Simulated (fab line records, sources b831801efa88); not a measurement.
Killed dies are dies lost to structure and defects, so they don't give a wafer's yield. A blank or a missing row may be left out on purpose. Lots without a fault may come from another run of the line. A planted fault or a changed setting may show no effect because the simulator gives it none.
Chamber matching | flow gf180mcu | GF_V4_CMP_04 on cmp-01: 4 sister chambers
The step polishes SiO2. 4 wafers are shown with their chamber, then 9 later ones without.

WAFERS WITH THEIR CHAMBER
wafer  | chamber | motor_current_A (A)
L303.6 | 2       | 12.1
L308.2 | 3       | 11.6
L308.3 | 0       | 11.7
L308.6 | 1       | 10.9

WAFERS WITHOUT THEIR CHAMBER
wafer  | motor_current_A (A)
L309.2 | 11.7
L309.4 | 10.8
L309.5 | 11.8
L319.1 | 11.1
L319.2 | 11.2
L319.6 | 11.4
L320.1 | 11.8
L320.2 | 10.9
L320.3 | 12.7

WHICH CHAMBER EACH WENT THROUGH
wafer  | from the rows above          | in truth
L309.2 | can't be placed: 0 or 3 or 2 | 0
L309.4 | 1                            | 1
L309.5 | can't be placed: 0 or 3 or 2 | 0
L319.1 | can't be placed: 1 or 3 or 0 | 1
L319.2 | can't be placed: 1 or 3 or 0 | 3
L319.6 | can't be placed: 3 or 0 or 1 | 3
L320.1 | can't be placed: 0 or 3 or 2 | 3
L320.2 | 1                            | 1
L320.3 | can't be placed: 2 or 0      | 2
Placed correctly: 2 of 9. Can't be placed from these rows: 7 (the true chamber is among the candidates in 7). Placed wrongly: 0.
How it was worked out, from the rows above alone: a wafer's distance from a chamber is the root of the sum, over the readings, of the square of ((its reading less the chamber's mean) divided by the reading's scatter). The wafer belongs to the nearest chamber; if the next one is less than 2 further off, it can't be placed. A chamber's mean is the mean of its shown wafers. The scatter: with one shown wafer a chamber, the root of the mean of the squares of how far each hidden wafer lies from its nearest shown one.
